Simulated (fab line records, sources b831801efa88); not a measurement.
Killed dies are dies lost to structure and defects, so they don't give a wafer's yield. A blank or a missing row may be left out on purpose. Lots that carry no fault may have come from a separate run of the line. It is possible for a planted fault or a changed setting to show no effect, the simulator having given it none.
Which tool is to blame? | flow sfqLine | 14 lots, 42 wafers sampled, at 4 steps of a route of 325

## WHAT EACH GAUGE READ, for each wafer
Not one reading of a measure or inspect step in the record can be checked against a usual standard deviation.

## EACH LOT AND THE TOOL THAT RAN IT (in order: tool; ch and the chambers of the sampled wafers; start)
lot  | SFQ_TRILAYER_I0_VIA_LITHO_PEB_034 | SFQ_TRILAYER_M4_DEP_SPUTTER_091 | SFQ_TRILAYER_M5_STRIP_STRIP_127  | SFQ_TRILAYER_I7_VIA_STRIP_STRIP_191
L363 | lithoTrack-04 ch 0, day 9 23:22   | pvdSputter-05, day 43 17:49     | rieMetal-02 ch 0,1, day 60 13:08 | rieMetal-02 ch 0,1, day 77 01:08
L365 | lithoTrack-04 ch 0, day 10 04:08  | pvdSputter-03, day 44 07:01     | rieMetal-02 ch 1, day 60 16:44   | rieMetal-01 ch 0,1, day 80 13:34
L366 | lithoTrack-04 ch 0, day 10 07:47  | pvdSputter-05, day 44 14:13     | rieMetal-01 ch 0,1, day 60 20:32 | rieMetal-01 ch 0,1, day 80 18:34
L367 | lithoTrack-04 ch 0, day 10 11:25  | pvdSputter-06, day 44 23:56     | rieMetal-02 ch 0,1, day 60 22:56 | rieMetal-02 ch 0,1, day 81 11:29
L368 | lithoTrack-03 ch 0, day 10 17:52  | pvdSputter-05, day 45 13:08     | rieMetal-03 ch 0,1, day 61 02:32 | rieMetal-01 ch 1, day 81 19:13
L370 | lithoTrack-03 ch 0, day 11 05:49  | pvdSputter-03, day 46 00:09     | rieMetal-01 ch 0,1, day 61 07:49 | rieMetal-04 ch 1, day 82 02:01
L372 | lithoTrack-04 ch 0, day 11 20:13  | pvdSputter-05, day 46 17:40     | rieMetal-03 ch 0,1, day 61 15:01 | rieMetal-01 ch 0,1, day 85 01:56
L380 | lithoTrack-02, day 14 04:08       | pvdSputter-05, day 49 23:47     | rieMetal-03 ch 0,1, day 65 05:13 | rieMetal-01 ch 1, day 88 01:36
L381 | lithoTrack-03, day 14 07:44       | pvdSputter-03, day 50 03:23     | rieMetal-02 ch 0,1, day 65 06:25 | rieMetal-04 ch 1, day 88 06:34
L382 | lithoTrack-04 ch 0, day 14 13:46  | pvdSputter-03, day 50 08:28     | rieMetal-02 ch 0,1, day 65 12:25 | rieMetal-04 ch 0,1, day 88 08:59
L383 | lithoTrack-04 ch 0, day 14 16:08  | pvdSputter-06, day 51 03:40     | rieMetal-02 ch 0,1, day 67 07:37 | rieMetal-01 ch 0,1, day 91 23:44
L384 | lithoTrack-02 ch 0, day 15 01:46  | pvdSputter-06, day 51 20:28     | rieMetal-02 ch 0, day 67 22:08   | rieMetal-02 ch 0, day 92 03:32
L385 | lithoTrack-02 ch 0, day 15 10:17  | pvdSputter-06, day 52 03:40     | rieMetal-03 ch 0,1, day 68 03:08 | rieMetal-02 ch 0,1, day 92 08:20
L386 | lithoTrack-04 ch 0, day 15 18:28  | pvdSputter-03, day 52 12:04     | rieMetal-01 ch 0,1, day 68 10:16 | rieMetal-04 ch 0, day 92 15:32
- SFQ_TRILAYER_I0_VIA_LITHO_PEB_034: peb time 60 s.
- SFQ_TRILAYER_M4_DEP_SPUTTER_091: material Nb, target thk 200 nm, time 133.3 s.
- SFQ_TRILAYER_M5_STRIP_STRIP_127: strips in O2.
- SFQ_TRILAYER_I7_VIA_STRIP_STRIP_191: strips in O2.

## AS READ BY THE TOOLS THEMSELVES (means over the sampled wafers that have a number; for cases with no such wafer, the mark the record gives instead)
SFQ_TRILAYER_I0_VIA_LITHO_PEB_034.
lot  | tool          | chillPlateTempC (C) | exhaustPa (Pa)
L363 | lithoTrack-04 | 23.00               | 46.0
L365 | lithoTrack-04 | 23.06               | 44.9
L366 | lithoTrack-04 | 22.97               | 45.9
L367 | lithoTrack-04 | 22.90               | 45.3
L368 | lithoTrack-03 | 23.12               | 46.3
L370 | lithoTrack-03 | 22.96               | 44.0
L372 | lithoTrack-04 | 22.99               | 44.8
L380 | lithoTrack-02 | -                   | -
L381 | lithoTrack-03 | -                   | -
L382 | lithoTrack-04 | 23.01               | 45.4
L383 | lithoTrack-04 | 22.86               | 45.8
L384 | lithoTrack-02 | 22.89               | 45.4
L385 | lithoTrack-02 | 22.97               | 44.1
L386 | lithoTrack-04 | 23.10               | 45.8

SFQ_TRILAYER_M4_DEP_SPUTTER_091.
lot  | tool          | resputterCathodeVoltageV (V) | throttleValvePct (%)
L363 | pvdSputter-05 | 400                          | 29.3
L365 | pvdSputter-03 | 401                          | 30.1
L366 | pvdSputter-05 | 406                          | 30.1
L367 | pvdSputter-06 | 401                          | 30.2
L368 | pvdSputter-05 | 402                          | 29.1
L370 | pvdSputter-03 | 406                          | 31.1
L372 | pvdSputter-05 | 400                          | 29.8
L380 | pvdSputter-05 | 397                          | 30.4
L381 | pvdSputter-03 | 399                          | 29.1
L382 | pvdSputter-03 | 403                          | 31.3
L383 | pvdSputter-06 | 398                          | 29.5
L384 | pvdSputter-06 | 401                          | 29.7
L385 | pvdSputter-06 | 406                          | 30.1
L386 | pvdSputter-03 | 402                          | 30.4

SFQ_TRILAYER_M5_STRIP_STRIP_127.
lot  | tool        | drypumpMotorCurrentA (A) | oesProductAu (a.u.)
L363 | rieMetal-02 | 6.0                      | 1.011
L365 | rieMetal-02 | 6.3                      | 0.999
L366 | rieMetal-01 | 5.4                      | 1.001
L367 | rieMetal-02 | 6.0                      | 1.010
L368 | rieMetal-03 | 5.8                      | 1.002
L370 | rieMetal-01 | 5.5                      | 1.006
L372 | rieMetal-03 | 5.8                      | 0.992
L380 | rieMetal-03 | 5.9                      | 1.003
L381 | rieMetal-02 | 5.8                      | 1.000
L382 | rieMetal-02 | 5.7                      | 0.996
L383 | rieMetal-02 | 6.0                      | 0.997
L384 | rieMetal-02 | 5.5                      | 0.996
L385 | rieMetal-03 | 5.9                      | 1.004
L386 | rieMetal-01 | 5.5                      | 1.004

SFQ_TRILAYER_I7_VIA_STRIP_STRIP_191.
lot  | tool        | drypumpMotorCurrentA (A) | oesProductAu (a.u.)
L363 | rieMetal-02 | 5.8                      | 0.999
L365 | rieMetal-01 | 5.4                      | 0.995
L366 | rieMetal-01 | 5.5                      | 1.003
L367 | rieMetal-02 | 5.8                      | 0.985
L368 | rieMetal-01 | 5.4                      | 0.998
L370 | rieMetal-04 | 6.2                      | 1.007
L372 | rieMetal-01 | 5.4                      | 0.999
L380 | rieMetal-01 | 5.4                      | 0.997
L381 | rieMetal-04 | 6.2                      | 1.007
L382 | rieMetal-04 | 6.0                      | 0.997
L383 | rieMetal-01 | 5.5                      | 0.999
L384 | rieMetal-02 | 5.5                      | 0.987
L385 | rieMetal-02 | 6.0                      | 1.009
L386 | rieMetal-04 | 5.8                      | 0.994

## THE ANSWER, worked out from the rows above alone
Rule: what is usual is taken from the lots themselves. Put in order of their means at a reading, lots are off if they are a third of the lots or fewer, leave a main group of 4 or more, and stand apart from it by a gap of 3 or more times the standard deviation of the main group's means; of several such gaps the widest counts. A main group whose means are all the same, to the digits that the tables above print for the reading, isn't used. Also off: a lot with no number at a reading for which 4 or more lots have one. The other lots that the step has rows for count as sound. The gauges are gone through in route order, then the tools' own readings, and for those a lot's mean is taken as printed above. The first step at which some lot is off is used, and at that step the reading that is off furthest; a lot without a number counts as furthest.
Off at SFQ_TRILAYER_I0_VIA_LITHO_PEB_034 (chillPlateTempC): L380, L381. Without a number there: L380, L381. The main group has a mean of 22.99 C with a standard deviation of 0.077.
If a tool, at that step or one of the process steps before it, ran each lot that is off and ran no sound lot following the first of them, it fits. No candidate that was tried fits.

## WHAT THE SIMULATOR HAD PUT IN
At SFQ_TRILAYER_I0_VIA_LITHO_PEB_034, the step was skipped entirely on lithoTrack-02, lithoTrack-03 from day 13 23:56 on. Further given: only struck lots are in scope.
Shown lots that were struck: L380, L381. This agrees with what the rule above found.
